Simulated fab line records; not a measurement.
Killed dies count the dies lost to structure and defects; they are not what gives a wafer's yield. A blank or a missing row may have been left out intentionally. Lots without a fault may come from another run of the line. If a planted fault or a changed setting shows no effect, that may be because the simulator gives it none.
Matching of chambers || flow sky130 || SKY_VIA2_CMP_02 on cmp-01: 4 sister chambers
The step polishes SiO2. 4 wafers are shown with their chamber, then 9 later ones without.

## EACH WAFER AND ITS CHAMBER
{"wafer": "L717.2", "chamber": 3, "motor_current_A (A)": 12.9}
{"wafer": "L723.1", "chamber": 0, "motor_current_A (A)": 11.0}
{"wafer": "L723.5", "chamber": 1, "motor_current_A (A)": 11.8}
{"wafer": "L723.6", "chamber": 2, "motor_current_A (A)": 12.1}

## WAFERS MISSING THEIR CHAMBER
{"wafer": "L724.2", "motor_current_A (A)": 12.3}
{"wafer": "L724.4", "motor_current_A (A)": 11.2}
{"wafer": "L724.5", "motor_current_A (A)": 12.9}
{"wafer": "L726.2", "motor_current_A (A)": 12.0}
{"wafer": "L726.3", "motor_current_A (A)": 13.0}
{"wafer": "L726.6", "motor_current_A (A)": 11.5}
{"wafer": "L728.2", "motor_current_A (A)": 10.2}
{"wafer": "L728.3", "motor_current_A (A)": 13.6}
{"wafer": "L728.4", "motor_current_A (A)": 11.7}

## WHICH CHAMBER EACH ONE RAN IN
{"wafer": "L724.2", "from the rows above": "can't be placed: 2 or 1 or 3", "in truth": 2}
{"wafer": "L724.4", "from the rows above": "can't be placed: 0 or 1 or 2", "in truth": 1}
{"wafer": "L724.5", "from the rows above": 3, "in truth": 3}
{"wafer": "L726.2", "from the rows above": "can't be placed: 2 or 1", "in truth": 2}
{"wafer": "L726.3", "from the rows above": 3, "in truth": 3}
{"wafer": "L726.6", "from the rows above": "can't be placed: 1 or 0 or 2", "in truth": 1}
{"wafer": "L728.2", "from the rows above": 0, "in truth": 0}
{"wafer": "L728.3", "from the rows above": 3, "in truth": 3}
{"wafer": "L728.4", "from the rows above": "can't be placed: 1 or 2 or 0", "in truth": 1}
4 of 9 placed correctly. These rows do not allow placing 5 (true chamber among the candidates in 5). Number placed wrongly: 0.
How it was worked out, from the rows above alone: a wafer's distance from a chamber is the root of the sum, over the readings, of the square of ((its reading less the chamber's mean) divided by the reading's scatter). The wafer belongs to the nearest chamber; if the next one is less than 2 further off, it can't be placed. Each chamber's mean is taken over the wafers shown for it. The scatter: with one shown wafer a chamber, the root of the mean of the squares of how far each hidden wafer lies from its nearest shown one.
